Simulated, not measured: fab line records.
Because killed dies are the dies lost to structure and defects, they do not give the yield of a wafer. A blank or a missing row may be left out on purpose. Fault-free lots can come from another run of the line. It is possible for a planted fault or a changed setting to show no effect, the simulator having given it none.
fab line records	flow sky130
record lots=6	wafers=18	last_day=50
route steps=708 shown VIA2@510 PAD_OPEN@708
lots that met no fault: taken from a fault-free run of the same line
start_h: hours from the record's opening day to when the first of the lot's shown wafers began	wait_h: time in hours since the lot's previous step	" as in the row above	L1.1+2: one row covering several wafers at once	- no value present, or no start provided	* or withheld: withheld	< > ~ a bound
route shown NAME@n: a module of which the file shows steps, and the number in the route of the first	usual: mean and standard deviation over wafers with no fault	same: alike in all rows	chamber/n: place in a boat	sites: each site's reading	_std_site: their standard deviation	_edge_site: the outer-site mean with the inner-site mean subtracted	radius_mm: how far each site lies from the wafer's centre	mask NAME#n: copy n	behind: the last tool/chamber to shape the wafer	hold: why the lot was held/for how many hours/how that ended	device: names the non-switching transistor (n, p or np)	end of line: the tests these same wafers got at the end of their route	where a step has no rows: the recipe by itself	killed: not the wafer's yield, but the dies lost to structure and defects at the first sort	map: per-die view of a wafer (x killed, . not killed, _ where there is no die)
set.NAME: the setting as run; set.NAME@STEP: as run at that earlier step	model.NAME: the simulator's own value behind a step, which no gauge read
lots at some steps of the route; a table a step, a row a wafer
services: the hour from which a tool's chamber was out of use, counted from the record's first day as start_h (under 0 if before that day), plus the number of hours and why
## steps
# step SKY_VIA2_BOW_MEAS_03
# recipe mode=bow
# usual VIA2_BOW=85/7.5
lot.wafer	tool	chamber	start_h	wait_h	VIA2_BOW[um]
L123.2	film_metro-01	-	848.83	0.2	88
L123.4	"	-	"	"	84
L123.6	"	-	"	"	72
L129.1	film_metro-04	-	901.22	0.1	90
L129.3	"	-	"	"	92
L129.4	"	-	"	"	89
L130.2	film_metro-02	-	904.54	0.2	89
L130.3	"	-	"	"	79
L130.5	"	-	"	"	78
L138.3	film_metro-02	-	966.32	0.3	78
L138.5	"	-	"	"	98
L138.6	"	-	"	"	91
L140.3	film_metro-02	-	972.38	0.3	83
L140.4	"	-	"	"	86
L140.5	"	-	"	"	83
L141.3	film_metro-02	-	974.48	0.1	94
L141.4	"	-	"	"	91
L141.6	"	-	"	"	100
# step SKY_VIA2_DEHYDRATE_04
# recipe temp_c=200	time_s=60
# step SKY_VIA2_HMDS_05
# recipe prime_time_s=60	prime_temp_c=120
# step SKY_VIA2_COAT_06
# recipe resist=BARC	temp_c=withheld	time_s=withheld	spin_rpm=3000	resist_thk_nm=60
# step SKY_VIA2_COAT_07
# recipe resist=KrF-thick	spin_rpm=3000	resist_thk_nm=450
# step SKY_VIA2_SOFTBAKE_08
# recipe temp_c=100	time_s=90	resist=KrF-thick
# step SKY_VIA2_EXPOSE_09
# recipe mask_id=VIM2	na=0.8	source_shape=annular	sigma_inner=0.55	sigma_outer=0.85	target_cd_nm=200	dose_mj=38
# step SKY_VIA2_PEB_10
# recipe peb_temp_c=withheld	peb_time_s=withheld	resist=KrF-thick
# step SKY_VIA2_DEVELOP_11
# recipe develop_time_s=60	resist=KrF-thick	dev_temp_c=21
# step SKY_VIA2_CD_MEAS_12
# recipe target_cd_nm=200
# usual cd_nm=200.3/1.4
lot.wafer	tool	chamber	start_h	wait_h	cd_nm
L123.2	cd_sem-02	-	873.96	-	200.5
L123.4	"	-	"	"	201.4
L123.6	"	-	"	"	201.3
L129.1	cd_sem-02	-	925.98	-	199.5
L129.3	"	-	"	"	199.0
L129.4	"	-	"	"	199.4
L130.2	cd_sem-01	-	929.66	-	199.5
L130.3	"	-	"	"	200.1
L130.5	"	-	"	"	199.9
L138.3	cd_sem-01	-	989.07	-	198.8
L138.5	"	-	"	"	201.3
L138.6	"	-	"	"	199.1
L140.3	cd_sem-01	-	995.25	-	197.8
L140.4	"	-	"	"	200.6
L140.5	"	-	"	"	198.5
L141.3	cd_sem-02	-	997.95	-	201.4
L141.4	"	-	"	"	202.4
L141.6	"	-	"	"	199.5
# step SKY_VIA2_OVL_MEAS_13
# usual VIA2_OVL=-1/6.1
lot.wafer	tool	chamber	start_h	wait_h	VIA2_OVL[nm]
L123.2	overlay-01	-	874.06	0.1	6
L123.4	"	-	"	"	7
L123.6	"	-	"	"	-2
L129.1	overlay-02	-	926.10	0.1	-6
L129.3	"	-	"	"	-4
L129.4	"	-	"	"	3
L130.2	overlay-01	-	929.76	0.1	3
L130.3	"	-	"	"	3
L130.5	"	-	"	"	6
L138.3	overlay-01	-	989.16	0.1	3
L138.5	"	-	"	"	0
L138.6	"	-	"	"	0
L140.3	overlay-01	-	995.34	0.1	-8
L140.4	"	-	"	"	-4
L140.5	"	-	"	"	-10
L141.3	overlay-02	-	998.04	0.1	-2
L141.4	"	-	"	"	-2
L141.6	"	-	"	"	-4
# step SKY_VIA2_ETCH_14
# recipe chemistry=N2/H2	target=BARC	ion_energy_ev=200	source_w=500	bias_w=100	pressure_mtorr=30	n2_flow_sccm=100	h2_flow_sccm=200	stop_on=SiO2	time_s=45.9	target_depth_a=600
# usual drypump_motor_current_A=5.9/0.35	h2_flow_sccm=200.1/0.56	oes_product_au=0.855/0.0049	run_length_s=74.3/0.39	throttle_valve_pct=13.226/0.0097
lot.wafer	tool	chamber	start_h	wait_h	drypump_motor_current_A	h2_flow_sccm	oes_product_au	rf_hours_counter_h	run_length_s	throttle_valve_pct
L123.2	rie_diel-04	1	874.09	0.0	6.6	199.7	0.855	8	74.2	13.223
L123.4	"	1	"	"	6.6	199.7	0.854	-	73.9	13.234
L123.6	"	0	"	"	5.7	200.0	0.851	-	75.0	13.234
L129.1	rie_diel-03	3	926.13	0.0	5.8	199.1	0.856	22	74.6	13.235
L129.3	"	0	"	"	5.5	200.0	0.856	15	74.6	13.223
L129.4	"	2	"	"	6.0	199.9	0.860	22	74.4	13.229
L130.2	rie_diel-03	2	929.79	0.0	6.0	200.2	0.863	22	74.0	13.224
L130.3	"	0	"	"	5.5	200.2	0.848	15	74.3	13.227
L130.5	"	1	"	"	5.8	200.7	0.843	-	74.0	13.219
L138.3	rie_diel-03	1	989.18	0.0	5.8	200.5	0.853	11	74.5	13.204
L138.5	"	0	"	"	5.5	199.6	0.857	-	74.5	13.217
L138.6	"	3	"	"	5.8	200.1	0.850	-	74.5	13.218
L140.3	rie_diel-03	1	995.36	0.0	5.8	200.6	0.847	12	73.9	13.229
L140.4	"	3	"	"	5.8	200.5	0.851	24	75.3	13.241
L140.5	"	3	"	"	5.8	200.0	0.854	-	74.6	13.221
L141.3	rie_diel-04	0	998.06	0.0	5.7	199.2	0.861	11	74.7	13.224
L141.4	"	3	"	"	5.9	199.9	0.846	11	74.4	13.224
L141.6	"	1	"	"	6.6	201.0	0.846	-	74.2	13.213
# step SKY_VIA2_ETCH_15
# recipe target=SiO2	chemistry=C4F8/O2/Ar	target_depth_nm=546	stop_on=TiN	mask_material=KrF-thick	source_w=1500	bias_w=1200	pressure_mtorr=40	c4f8_flow_sccm=withheld	O2_flow_sccm=6	Ar_flow_sccm=300	time_s=84
# usual oes_product_au=0.926/0.0048	run_length_s=112.4/0.37
lot.wafer	tool	chamber	start_h	wait_h	oes_product_au	rf_hours_counter_h	run_length_s	model.KrF-thick_of_VIA2_COAT_07.thk_nm	model.TiN_of_METAL2_SPUTTER_04.thk_nm
L123.2	rie_diel-04	1	874.13	0.0	0.925	8	112.0	285.4	69.44
L123.4	"	1	"	"	0.933	-	112.1	285.6	68.82
L123.6	"	0	"	"	0.930	-	112.9	285.4	69.63
L129.1	rie_diel-03	3	926.17	0.0	0.869	22	122.8	271.9	67.8
L129.3	"	0	"	"	0.867	15	122.7	265	66.14
L129.4	"	2	"	"	0.861	22	122.3	270.5	67.56
L130.2	rie_diel-03	2	929.83	0.0	0.866	22	122.7	271.1	66.48
L130.3	"	0	"	"	0.864	15	122.4	268.7	67.85
L130.5	"	1	"	"	0.869	-	122.8	269.5	67.65
L138.3	rie_diel-03	1	989.22	0.0	0.927	11	112.4	284.8	69.02
L138.5	"	0	"	"	0.922	-	112.3	279	69.21
L138.6	"	3	"	"	0.919	-	113.0	282	69.1
L140.3	rie_diel-03	1	995.41	0.0	0.927	12	111.9	281.9	68.67
L140.4	"	3	"	"	0.918	24	113.4	283.9	69.43
L140.5	"	3	"	"	0.928	-	112.7	283.1	70.26
L141.3	rie_diel-04	0	998.11	0.0	0.933	11	112.7	284.8	68.47
L141.4	"	3	"	"	0.923	11	112.7	283.5	69.98
L141.6	"	1	"	"	0.922	-	112.2	286.3	69.28
# step SKY_VIA2_STRIP_16
# recipe chemistry=O2/N2	power_w=1400	pressure_mtorr=1500	platen_temp_c=withheld	o2_flow_sccm=3000	n2_flow_sccm=300	overash_fraction=0.5
# usual drypump_motor_current_A=5.9/0.35	oes_product_au=0.398/0.0043	strip_time_to_endpoint_s=4.053/0.029
lot.wafer	tool	chamber	start_h	wait_h	drypump_motor_current_A	oes_product_au	rf_hours_counter_h	strip_time_to_endpoint_s
L123.2	plasma_asher-02	1	874.20	0.0	6.2	0.403	75	4.064
L123.4	"	0	"	"	6.1	0.395	-	4.064
L123.6	"	1	"	"	6.2	0.403	-	4.076
L129.1	plasma_asher-02	1	926.24	0.0	6.2	0.396	80	3.937
L129.3	"	1	"	"	6.3	0.397	-	3.847
L129.4	"	0	"	"	6.1	0.382	-	3.910
L130.2	plasma_asher-02	1	929.90	0.0	6.3	0.391	81	3.919
L130.3	"	0	"	"	6.1	0.395	-	3.915
L130.5	"	1	"	"	6.2	0.400	-	3.904
L138.3	plasma_asher-03	0	989.32	0.1	6.3	0.403	-	4.065
L138.5	"	1	"	"	5.6	0.403	-	3.997
L138.6	"	0	"	"	6.3	0.405	-	4.017
L140.3	plasma_asher-03	0	995.50	0.1	6.3	0.397	-	4.033
L140.4	"	1	"	"	5.6	0.393	-	4.056
L140.5	"	0	"	"	6.3	0.402	-	4.047
L141.3	plasma_asher-03	1	998.20	0.1	5.6	0.402	-	4.058
L141.4	"	0	"	"	6.3	0.396	-	4.039
L141.6	"	1	"	"	5.6	0.407	-	4.092
# step SKY_VIA2_STRIP_17
# recipe chemistry=post_etch_residue_remover	time_s=1200	temp_c=72.5
# step SKY_PAD_OPEN_PROBE_99
# usual defect_limited_yield=82.2/2	killed_at_M0_to_M3=43/6.4	killed_at_M4_up=3.2/1.8	killed_at_contacts=25/5.8	killed_at_front_end=16/4.1	killed_at_other=0.2/0.47	killed_dies=88/9.9	killed_open=47/7.3	killed_short=40/7.1	sort_bin_3_pad_short=0.9/0.41	sort_bin_5_function=10.6/1.6	sort_bin_6_memory=6.3/1.2	sort_n_pass=404/9.9	sort_yield_pct=82.2/2
# same gross_dies=492	killed_at_back_side=0	sort_bin_4_leakage[%]=0	sort_bin_8_speed[%]=0
lot.wafer	tool	chamber	start_h	wait_h	defect_limited_yield[%]	killed_at_M0_to_M3	killed_at_M4_up	killed_at_contacts	killed_at_front_end	killed_at_other	killed_dies	killed_open	killed_short	sort_bin_3_pad_short[%]	sort_bin_5_function[%]	sort_bin_6_memory[%]	sort_n_pass	sort_yield_pct[%]
L123.2	prober-01	-	1091.96	0.1	81.7	47	4	24	15	0	90	50	40	1.2	10.8	6.3	402	81.7
L123.4	prober-01	-	1092.06	0.2	78.3	54	2	24	26	1	107	60	47	0.6	14.0	7.1	385	78.3
L123.6	prober-01	-	1092.16	0.2	83.5	48	4	18	11	0	81	47	34	0.6	8.9	6.9	411	83.5
L129.1	prober-01	-	1133.88	0.1	80.5	46	6	27	17	0	96	51	44	0.6	11.4	7.5	396	80.5
L129.3	prober-01	-	1133.98	0.2	85.8	36	3	21	9	1	70	33	36	0.8	7.3	6.1	422	85.8
L129.4	prober-01	-	1134.03	0.2	82.3	44	0	34	9	0	87	50	37	0.8	10.2	6.7	405	82.3
L130.2	prober-02	-	1135.68	0.1	83.1	37	6	18	22	0	83	48	35	0.8	11.0	5.1	409	83.1
L130.3	prober-02	-	1135.73	0.2	84.3	38	3	21	15	0	77	42	35	1.4	8.9	5.3	415	84.3
L130.5	prober-02	-	1135.83	0.2	81.9	41	4	24	20	0	89	48	40	0.8	10.4	6.9	403	81.9
L141.3	prober-01	-	1191.32	0.2	84.1	39	3	26	10	0	78	45	33	0.6	10.0	5.3	414	84.1
L141.4	prober-01	-	1191.37	0.2	81.9	44	4	31	10	0	89	59	30	1.0	10.2	6.9	403	81.9
L141.6	prober-01	-	1191.47	0.2	80.1	47	4	31	16	0	98	53	45	0.4	13.6	5.9	394	80.1
# killed by level:class
L123.2 VIA2:geometric_particle:open=11 CONTACT:geometric_particle:open=10 VIA3:geometric_particle:open=9 METAL2:geometric_particle:short=8 VIA1:geometric_particle:open=6 LI_CONTACT:geometric_particle:short=5 FIELD_ISO:geometric_particle:short=4 LI_CONTACT:geometric_particle:open=4
L123.4 VIA1:geometric_particle:open=11 VIA3:geometric_particle:open=10 CONTACT:geometric_particle:open=9 POLY_GATE:geometric_particle:short=8 METAL1:geometric_particle:short=8 FIELD_ISO:geometric_particle:open=7 LI_CONTACT:geometric_particle:open=6 VIA3:geometric_particle:short=6
L123.6 VIA1:geometric_particle:open=10 LI_CONTACT:geometric_particle:open=8 VIA3:geometric_particle:open=8 METAL1:geometric_particle:short=7 METAL2:geometric_particle:short=7 CONTACT:geometric_particle:open=6 POLY_CUT:geometric_particle:open=4 POLY_GATE:geometric_particle:open=3
L129.1 VIA1:geometric_particle:open=15 LI_CONTACT:geometric_particle:open=9 CONTACT:geometric_particle:open=9 METAL2:geometric_particle:short=8 METAL1:geometric_particle:short=6 VIA1:geometric_particle:short=5 FIELD_ISO:geometric_particle:open=4 FIELD_ISO:geometric_particle:short=4
L129.3 CONTACT:geometric_particle:open=8 VIA1:geometric_particle:short=7 METAL1:geometric_particle:short=6 VIA1:geometric_particle:open=6 CONTACT:geometric_particle:short=5 VIA2:geometric_particle:open=5 LI_CONTACT:geometric_particle:open=4 FIELD_ISO:geometric_particle:short=3
L129.4 VIA1:geometric_particle:open=14 CONTACT:geometric_particle:open=11 CONTACT:geometric_particle:short=7 LOCAL_INTERCONNECT:geometric_particle:short=6 VIA2:geometric_particle:open=6 VIA3:geometric_particle:open=6 LI_CONTACT:geometric_particle:open=5 METAL1:geometric_particle:short=5
L130.2 VIA1:geometric_particle:open=12 VIA2:geometric_particle:open=7 LI_CONTACT:geometric_particle:open=6 FIELD_ISO:geometric_particle:short=5 FIELD_ISO:geometric_particle:open=5 CONTACT:geometric_particle:open=5 VIA3:geometric_particle:open=5 VIA2:geometric_particle:short=5
L130.3 VIA1:geometric_particle:open=10 LI_CONTACT:geometric_particle:open=7 VIA1:geometric_particle:short=6 CONTACT:geometric_particle:open=5 METAL2:geometric_particle:short=5 FIELD_ISO:geometric_particle:open=4 FIELD_ISO:geometric_particle:short=4 VIA2:geometric_particle:open=4
L130.5 VIA3:geometric_particle:open=11 POLY_GATE:geometric_particle:short=7 VIA1:geometric_particle:open=7 LI_CONTACT:geometric_particle:open=6 METAL2:geometric_particle:short=6 CONTACT:geometric_particle:open=6 FIELD_ISO:geometric_particle:short=4 FIELD_ISO:geometric_particle:open=4
L141.3 LI_CONTACT:geometric_particle:open=11 CONTACT:geometric_particle:open=9 METAL1:geometric_particle:short=6 METAL2:geometric_particle:short=6 VIA3:geometric_particle:open=6 VIA1:geometric_particle:open=5 VIA2:geometric_particle:open=5 VIA1:geometric_particle:short=4
L141.4 CONTACT:geometric_particle:open=15 VIA2:geometric_particle:open=12 LI_CONTACT:geometric_particle:open=8 VIA3:geometric_particle:open=7 VIA1:geometric_particle:open=6 LOCAL_INTERCONNECT:geometric_particle:short=4 METAL1:geometric_particle:short=4 METAL2:geometric_particle:short=4
L141.6 VIA2:geometric_particle:open=12 LOCAL_INTERCONNECT:geometric_particle:short=9 CONTACT:geometric_particle:open=9 LI_CONTACT:geometric_particle:open=7 VIA1:geometric_particle:open=7 VIA1:geometric_particle:short=6 METAL3:geometric_particle:short=6 VIA3:geometric_particle:open=5
## services
tool	chamber	start_h	hours	kind
rie_diel-04	0	879.57	16.1	repair
plasma_asher-02	-	906.54	1.3	repair
rie_diel-03	1	943.21	11.6	repair
rie_diel-04	2	952.52	10.6	repair
## key
first_sign step=SKY_VIA2_ETCH_15	reading=run_length_s	direction=up	sigmas=28	usual=*	struck=*
effect step=SKY_VIA2_ETCH_15	reading=oes_product_au	direction=down	sigmas=13	usual=0.926	struck=0.866
effect step=SKY_VIA2_STRIP_16	reading=strip_time_to_endpoint_s	direction=down	sigmas=5.1	usual=*	struck=*
model_effect step=SKY_VIA2_ETCH_15	value=KrF-thick_of_VIA2_COAT_07.thk_nm	without=282.7	struck=269.5
met_at SKY_VIA2_ETCH_15
struck_wafers L129.1,L129.3,L129.4,L130.2,L130.3,L130.5
fault kind=process_parameter_drift	tool=rie_diel-03	chamber=-	onset_h=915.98	steps=SKY_VIA2_ETCH_15	channel=time_s	offset=*	shape=step	end_h=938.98	acts_in=*	stated=*
